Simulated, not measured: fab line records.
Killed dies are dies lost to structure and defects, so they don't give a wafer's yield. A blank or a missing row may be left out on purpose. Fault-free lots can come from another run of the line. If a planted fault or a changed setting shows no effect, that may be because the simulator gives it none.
Which tool did it? + flow sky130 + 21 wafers from 7 lots sampled at 4 of the route's 708 steps

WHAT THE GAUGES READ, wafer by wafer
SKY_METAL2_CD_MEAS_15: target cd 140 nm.
| lot  | measured     | on        | cd_nm (nm)        |
|------|--------------|-----------|-------------------|
| L427 | day 35 17:05 | cd_sem-02 | 138.8 140.8 138.2 |
| L431 | day 37 01:24 | cd_sem-01 | 139.7 140.1 140.8 |
| L435 | day 38 07:10 | cd_sem-01 | 143.1 142.6 140.2 |
| L442 | day 40 14:28 | cd_sem-01 | - - -             |
| L445 | day 41 08:22 | cd_sem-01 | 138.0 139.4 139.4 |
| L447 | day 41 23:01 | cd_sem-01 | 140.9 141.3 141.3 |
| L449 | day 42 11:21 | cd_sem-01 | 139.1 140.6 139.4 |

WHAT TOOL EACH LOT RAN ON (gives the tool, then ch and the chambers of the sampled wafers, and finally the start)
| lot  | SKY_VIA1_STRIP_16                    | SKY_VIA1_CMP_24               | SKY_METAL2_EXPOSE_12              |
|------|--------------------------------------|-------------------------------|-----------------------------------|
| L427 | plasma_asher-02 ch 0,1, day 34 13:04 | cmp-01 ch 0,1,2, day 34 14:12 | krf_scanner-01 ch 0, day 35 04:10 |
| L431 | plasma_asher-02 ch 0,1, day 35 22:49 | cmp-01 ch 0,1,2, day 35 23:49 | krf_scanner-02 ch 0, day 36 13:36 |
| L435 | plasma_asher-04 ch 0,1, day 37 03:20 | cmp-01 ch 1,2, day 37 04:17   | krf_scanner-02 ch 0, day 37 18:44 |
| L442 | plasma_asher-02 ch 0, day 39 11:22   | cmp-01 ch 2,3, day 39 12:17   | krf_scanner-01, day 40 02:41      |
| L445 | plasma_asher-03 ch 0,1, day 40 05:53 | cmp-01 ch 0,2, day 40 06:53   | krf_scanner-01 ch 0, day 40 19:57 |
| L447 | plasma_asher-02 ch 0, day 40 21:43   | cmp-02 ch 0,3, day 40 22:46   | krf_scanner-01 ch 0, day 41 11:25 |
| L449 | plasma_asher-03 ch 0,1, day 41 09:55 | cmp-02 ch 0,2, day 41 11:13   | krf_scanner-02 ch 0, day 41 23:49 |
- SKY_VIA1_STRIP_16: strips in O2/N2.
- SKY_VIA1_CMP_24: polishes, stops on SiO2, t overpolish 15 s, target thk 0 nm.
- SKY_METAL2_EXPOSE_12: exposes mask MM2, target cd 140 nm.

THE ANSWER, worked out from the rows above alone
Rule: usual is defined by the lots themselves. Put in order of their means at a reading, lots are off if they are a third of the lots or fewer, leave a main group of 4 or more, and stand apart from it by a gap of 3 or more times the standard deviation of the main group's means; of several such gaps the widest counts. A main group is skipped when, at the precision printed for the reading in the tables above, its means are all equal. A lot without any number at a reading at which 4 lots or more have one is off too. The other lots that the step has rows for count as sound.
Off, at SKY_METAL2_CD_MEAS_15 on cd_nm: L442. Without a number there: L442. The main group has a mean of 140.2 nm with a standard deviation of 1.1.
If a tool, at a process step before that reading, ran all the lots that are off and no sound lot after the first of them, it fits. The gauges at SKY_METAL2_CD_MEAS_15 are tried like those tools. None of those tried fits.

WHAT THE SIMULATOR PUT IN
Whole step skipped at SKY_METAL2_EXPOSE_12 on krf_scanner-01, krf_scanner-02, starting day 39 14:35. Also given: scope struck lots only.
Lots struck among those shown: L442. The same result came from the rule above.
